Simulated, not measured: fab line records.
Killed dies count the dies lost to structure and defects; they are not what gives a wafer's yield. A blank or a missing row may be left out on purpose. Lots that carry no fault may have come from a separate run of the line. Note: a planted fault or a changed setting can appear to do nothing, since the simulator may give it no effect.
Which tool was responsible?	flow sfq-line	Sampling: 14 lots, 42 wafers, 6 of 325 route steps

WHAT EACH GAUGE READ, for each wafer
SFQ_L0_RS_MEAS_901: the measuring method here is four-point-probe. Usual: L0_MONX_KI_RS 43.5 ohm/sq, standard deviation 0.38.
lot	measured	on	L0_MONX_KI_RS (ohm/sq)	flag
L414	day 1 12:37	film-metro-04	43.8 43.3 43.8	
L415	day 1 17:34	film-metro-04	44.6 43.8 43.9	
L416	day 1 22:34	film-metro-02	43.6 43.2 44.0	
L418	day 2 08:34	film-metro-03	42.9 43.3 44.5	
L419	day 2 13:35	film-metro-02	42.6 42.9 43.4	
L420	day 2 18:34	film-metro-02	43.9 43.4 43.4	
L421	day 2 23:34	film-metro-03	43.2 43.1 43.5	
L422	day 3 04:35	film-metro-04	87.0 43.6 43.9	OFF
L424	day 3 14:35	film-metro-02	86.1 42.7 43.1	OFF
L425	day 3 19:34	film-metro-03	43.8 43.2 43.6	
L432	day 5 06:36	film-metro-04	44.0 44.0 43.7	
L433	day 5 11:34	film-metro-04	42.9 43.2 43.2	
L436	day 6 02:34	film-metro-04	43.9 44.1 44.7	
L437	day 6 07:34	film-metro-03	43.8 43.5 43.7	

SFQ_L0_THK_MEAS_902: measures by xrf. Usual: L0_MONX_KI_THK 40.3 nm, standard deviation 0.36.
lot	measured	on	L0_MONX_KI_THK (nm)	flag
L414	day 1 12:43	film-metro-04	40.3 40.9 39.9	
L415	day 1 17:41	film-metro-04	39.2 40.1 39.7	
L416	day 1 22:41	film-metro-02	39.9 40.5 40.0	
L418	day 2 08:41	film-metro-03	41.0 40.6 39.3	
L419	day 2 13:41	film-metro-02	41.1 40.7 40.6	
L420	day 2 18:41	film-metro-02	40.0 40.4 40.4	
L421	day 2 23:41	film-metro-03	40.5 40.7 40.1	
L422	day 3 04:41	film-metro-04	20.1 40.2 40.0	OFF
L424	day 3 14:41	film-metro-02	20.4 41.0 40.6	OFF
L425	day 3 19:41	film-metro-03	40.1 40.5 40.2	
L432	day 5 06:42	film-metro-04	40.1 39.7 40.1	
L433	day 5 11:41	film-metro-04	40.9 40.6 40.9	
L436	day 6 02:41	film-metro-04	40.2 39.9 39.4	
L437	day 6 07:41	film-metro-03	40.0 40.4 40.1	

SFQ_M1_OVL_MEAS_911. Usual: M1_OVL 1 nm, standard deviation 5.
lot	measured	on	M1_OVL (nm)	flag
L414	day 18 15:32	overlay-01	3 -3 -3	
L415	day 18 20:26	overlay-01	-12 -8 -4	
L416	day 19 02:26	overlay-02	9 6 7	
L418	day 20 15:46	overlay-01	-6 0 -5	
L419	day 20 21:47	overlay-01	-3 -3 -3	
L420	day 21 01:22	overlay-01	8 7 3	
L421	day 21 13:17	overlay-02	8 7 5	
L422	day 22 01:39	overlay-02	1 2 1	
L424	day 22 22:03	overlay-02	-3 -3 0	
L425	day 23 04:19	overlay-02	1 4 1	
L432	day 27 12:58	overlay-02	1 7 4	
L433	day 30 02:26	overlay-02	-5 -4 -5	
L436	day 33 16:17	overlay-02	1 1 2	
L437	day 34 12:48	overlay-01	0 -7 -8	

SFQ_I5_OVL_MEAS_936. Usual: I5_OVL -3 nm, standard deviation 5.7.
lot	measured	on	I5_OVL (nm)	flag
L414	day 69 10:17	overlay-02	-1 -8 -4	
L415	day 69 13:53	overlay-02	-6 0 -5	
L416	day 69 15:05	overlay-02	-2 1 -1	
L418	day 69 18:41	overlay-02	-5 -3 1	
L419	day 69 19:53	overlay-02	-11 -9 -9	
L420	day 69 21:05	overlay-02	10 5 7	
L421	day 70 06:19	overlay-02	0 3 1	
L422	day 70 16:53	overlay-02	0 -3 -2	
L424	day 73 00:31	overlay-02	2 4 5	
L425	day 76 08:57	overlay-01	-4 -4 0	
L432	day 78 10:20	overlay-01	-3 -7 -16	
L433	day 78 11:31	overlay-01	-5 -8 -5	
L436	day 79 10:15	overlay-02	1 7 -1	
L437	day 79 13:51	overlay-02	-11 -13 -9	

EACH LOT AND THE TOOL THAT RAN IT (in order: tool; ch and the chambers of the sampled wafers; start)
lot	SFQ_TRILAYER_L0_DEP_SPUTTER_003	SFQ_TRILAYER_L0_ETCH_METAL_ETCH_008
L414	pvd-sputter-06, day 1 12:29	rie-metal-03 ch 0,1, day 4 01:50
L415	pvd-sputter-06, day 1 17:29	rie-metal-03 ch 0,1, day 4 07:50
L416	pvd-sputter-05, day 1 22:29	rie-metal-01 ch 0,1, day 4 16:14
L418	pvd-sputter-06, day 2 08:29	rie-metal-03 ch 0,1, day 5 03:02
L419	pvd-sputter-06, day 2 13:29	rie-metal-03 ch 0,1, day 5 07:50
L420	pvd-sputter-04, day 2 18:29	rie-metal-01 ch 0,1, day 5 16:14
L421	pvd-sputter-05, day 2 23:29	rie-metal-04 ch 0, day 6 03:04
L422	pvd-sputter-06, day 3 04:29	rie-metal-01 ch 0, day 6 10:13
L424	pvd-sputter-06, day 3 14:29	rie-metal-03 ch 0,1, day 6 21:01
L425	pvd-sputter-05, day 3 19:29	rie-metal-04 ch 1, day 7 01:59
L432	pvd-sputter-04, day 5 06:29	rie-metal-04 ch 0,1, day 9 05:27
L433	pvd-sputter-05, day 5 11:29	rie-metal-03 ch 0,1, day 9 09:02
L436	pvd-sputter-04, day 6 02:29	rie-metal-03 ch 0,1, day 10 00:38
L437	pvd-sputter-05, day 6 07:29	rie-metal-03 ch 1, day 10 06:41
- SFQ_TRILAYER_L0_DEP_SPUTTER_003: material MoNx KI, target thk 40 nm, time 100 s.
- SFQ_TRILAYER_L0_ETCH_METAL_ETCH_008: etches MoNx KI in SF6/O2, stops on SiO2, target depth 50 nm, time 25 s.

AS READ BY THE TOOLS THEMSELVES (means over the sampled wafers that have a number; for cases with no such wafer, the mark the record gives instead)
SFQ_TRILAYER_L0_DEP_SPUTTER_003. Usual: 30.3 % for throttle-valve-pct, sd 1.2.
lot	tool	throttle-valve-pct (%)	flag
L414	pvd-sputter-06	30.9	
L415	pvd-sputter-06	30.3	
L416	pvd-sputter-05	30.2	
L418	pvd-sputter-06	30.4	
L419	pvd-sputter-06	30.6	
L420	pvd-sputter-04	29.1	
L421	pvd-sputter-05	30.2	
L422	pvd-sputter-06	30.7	
L424	pvd-sputter-06	30.2	
L425	pvd-sputter-05	30.4	
L432	pvd-sputter-04	29.9	
L433	pvd-sputter-05	30.2	
L436	pvd-sputter-04	28.1	
L437	pvd-sputter-05	30.3	

SFQ_TRILAYER_L0_ETCH_METAL_ETCH_008. Usual: drypump-motor-current-A 5.5 A, standard deviation 0.31; oes-product-au 0.874 a.u., standard deviation 0.006.
lot	tool	drypump-motor-current-A (A)	oes-product-au (a.u.)	flag
L414	rie-metal-03	5.4	0.875	
L415	rie-metal-03	5.4	0.870	
L416	rie-metal-01	5.5	0.869	
L418	rie-metal-03	5.6	0.875	
L419	rie-metal-03	5.6	0.880	
L420	rie-metal-01	5.8	0.871	
L421	rie-metal-04	5.4	0.877	
L422	rie-metal-01	5.3	0.789	OFF
L424	rie-metal-03	5.4	0.799	OFF
L425	rie-metal-04	5.5	0.871	
L432	rie-metal-04	5.4	0.868	
L433	rie-metal-03	5.4	0.881	
L436	rie-metal-03	5.7	0.870	
L437	rie-metal-03	5.1	0.871	

THE ANSWER, worked out from the rows above alone
Rule: take the mean of a lot's wafers that have a number; if it is more than 3 standard deviations from the usual mean, the lot is off. A lot without any number at a reading at which 4 lots or more have one is off too. All remaining lots with rows at the step are treated as sound. Order of review: gauges by route order, followed by the tools' own readings, for which a lot's mean as printed above is used. The first step at which some lot is off is used, and at that step the reading that is off furthest; a lot without a number counts as furthest.
Off: at SFQ_L0_RS_MEAS_901 (L0_MONX_KI_RS), L422, L424.
A tool fits if, at a process step before that reading, it ran every lot that is off, and no sound lot after the first of them. Not tried: the gauges at SFQ_L0_RS_MEAS_901; whatever is off there is also off at SFQ_TRILAYER_L0_ETCH_METAL_ETCH_008, on other tools, and gauge error can't account for it. One fits: pvd-sputter-06 at SFQ_TRILAYER_L0_DEP_SPUTTER_003. A fault onset in the window from L419 (day 2 13:29, its last sound lot) to L422 (day 3 04:29, its first lot off) fits.

WHAT THE SIMULATOR PUT IN
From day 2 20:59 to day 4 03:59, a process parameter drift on pvd-sputter-06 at SFQ_TRILAYER_L0_DEP_SPUTTER_003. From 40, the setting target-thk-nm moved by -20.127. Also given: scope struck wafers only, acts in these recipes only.
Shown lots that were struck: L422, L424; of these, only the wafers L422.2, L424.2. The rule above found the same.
